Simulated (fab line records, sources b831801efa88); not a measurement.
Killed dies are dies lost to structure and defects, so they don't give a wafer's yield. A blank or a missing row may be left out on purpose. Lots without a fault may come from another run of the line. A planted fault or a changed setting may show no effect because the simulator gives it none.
A struck lot beside a sound one | flow sky130 | 16 steps out of a route of 708
Sound: wafers L376.2, L376.4, L376.6. Struck: wafers L393.1, L393.2, L393.6. The cause comes at the end.
At each step with rows: each side's tool, then ch and its chambers, then its first start. Under that, the readings that differ: sound wafers | struck wafers | difference of the means | sigmas: that difference in standard deviations of wafers without a fault.
alike: readings whose means differ by less than 2 such deviations, and words and numbers that are the same on both sides. not compared: withheld readings, readings that some wafer has no value for, bounds like >300 that may hide the same value, and numbers for which the record gives no deviation and whose values overlap.
The two part at a step that has a row with sigmas, a row that says differs or no value, or rows on one side only. Numbers that don't overlap but have no deviation are shown without sigmas and don't part them. A reading that every wafer of one side lacks parts them only if that side has two wafers or more.

first, 1 step without rows for these wafers: SKY_VT_ADJUST_LVTN_IMPLANT_19.
SKY_VT_ADJUST_LVTN_STRIP_20: strips in O2/N2.
  sound on plasma_asher-04 ch 0,1, day 8 16:55; struck on plasma_asher-02 ch 0,1, day 13 21:52
  alike: drypump_motor_current_A, oes_product_au, strip_time_to_endpoint_s
  not compared: rf_hours_counter_h
SKY_VT_ADJUST_LVTN_TW_MEAS_21:
  sound on film_metro-01, day 8 17:02; struck on film_metro-02, day 13 21:58
  alike: VT_ADJUST_LVTN_2_TW
then, 7 steps without rows for these wafers: SKY_VT_ADJUST_NCORE_DEHYDRATE_00 (time 60 s); SKY_VT_ADJUST_NCORE_HMDS_01 (prime time 60 s); SKY_VT_ADJUST_NCORE_COAT_02 (resist thk 1140 nm); SKY_VT_ADJUST_NCORE_SOFTBAKE_03 (time 60 s); SKY_VT_ADJUST_NCORE_EXPOSE_04 (exposes mask LVTN COMPLEMENT THIN, target cd 380 nm); SKY_VT_ADJUST_NCORE_PEB_05; SKY_VT_ADJUST_NCORE_DEVELOP_06 (develop time 60 s).
SKY_VT_ADJUST_NCORE_CD_MEAS_07: target cd 380 nm.
  sound on cd_sem-02, day 9 14:02; struck on cd_sem-02, day 14 23:50
  alike: cd_nm
SKY_VT_ADJUST_NCORE_OVL_MEAS_08:
  sound on overlay-02, day 9 14:08; struck on overlay-01, day 14 23:57
  alike: VT_ADJUST_NCORE_OVL
SKY_VT_ADJUST_NCORE_IMPLANT_09:
  sound on implanter-04 ch 0, day 9 14:12; struck on implanter-04 ch 0, day 14 23:59
  reading                   | sound                | struck               | difference | sigmas
  beam_energy_keV           | 10.003 10.003 10.003 | 7.7546 7.7501 7.7530 | -2.2504    | -99 or more
  model.implant.rp_nm (nm)  | 33.3 33.3 33.3       | 26.83 26.83 26.83    | -6.47      |
  model.implant.drp_nm (nm) | 17.11 17.11 17.11    | 14.32 14.32 14.32    | -2.79      |
SKY_VT_ADJUST_NCORE_STRIP_10: strips in O2/N2.
  sound on plasma_asher-01 ch 1, day 9 14:19; struck on plasma_asher-03 ch 0,1, day 15 00:08
  reading                     | sound       | struck      | difference | sigmas
  drypump_motor_current_A (A) | 4.9 4.8 4.9 | 5.7 5.8 5.9 | +0.9       | +2
  alike: oes_product_au, strip_time_to_endpoint_s
  not compared: rf_hours_counter_h
SKY_VT_ADJUST_NCORE_TW_MEAS_11:
  sound on film_metro-03, day 9 14:26; struck on film_metro-03, day 15 00:28
  reading            | sound             | struck            | difference | sigmas
  VT_ADJUST_NCORE_TW | 215.4 215.7 215.7 | 205.1 205.3 204.7 | -10.6      | -4
  not compared: hold
-- the record jumps here: 36 days lie between the struck wafers' starts before and after (it left off in module VT_ADJUST_NCORE and takes up again in module PAD_OPEN, whose first step shown is number 708 of the route) --
SKY_PAD_OPEN_PROBE_99:
  sound on prober-01, day 46 17:23; struck on prober-01, day 50 19:05
  reading                                    | sound                         | struck                        | difference | sigmas
  model.etest.nfet_16v.r_on_ohm_um           | 1.399e+04 1.409e+04 1.409e+04 | 1.354e+04 1.346e+04 1.372e+04 | -4.833e+02 |
  model.etest.pfet_g5v0d10v5.off_log10_a_um  | -12.31 -12.79 -12.66          | -13.34 -13.32 -13.16          | -0.69      |
  model.etest.pfet_g5v0d10v5.vt_sat_v (V)    | -0.6109 -0.6684 -0.6418       | -0.7169 -0.7107 -0.6989       | -0.0685    |
  model.etest.pfet_16v.vt_v (V)              | -1.092 -1.105 -1.106          | -1.154 -1.141 -1.152          | -0.048     |
  model.etest.pfet_g5v0d10v5.vt_v (V)        | -0.8062 -0.8632 -0.838        | -0.8868 -0.8832 -0.8703       | -0.0443    |
  model.etest.pfet_g5v0d10v5.vt_long_v (V)   | -0.9218 -0.9348 -0.9314       | -0.9745 -0.9615 -0.9721       | -0.0400    |
  model.etest.nfet_g5v0d10v5.body_rise_v (V) | 0.6747 0.675 0.6795           | 0.6338 0.6304 0.6374          | -0.0425    |
  alike: killed_at_M0_to_M3, killed_at_M4_up, killed_at_contacts, killed_at_front_end, killed_at_other, killed_dies, killed_open, killed_short
  not compared: model.etest.res_pwell_under_gate.rs_ohm_sq

WHERE THEY PART
First at SKY_VT_ADJUST_NCORE_IMPLANT_09; last, within this record, at SKY_VT_ADJUST_NCORE_TW_MEAS_11. Later steps at which nothing parts them and some readings are alike: SKY_PAD_OPEN_PROBE_99.

WHY: what the simulator had put in
Process parameter drift: implanter-04, from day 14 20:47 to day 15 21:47, at SKY_VT_ADJUST_NCORE_IMPLANT_09. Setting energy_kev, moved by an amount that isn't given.
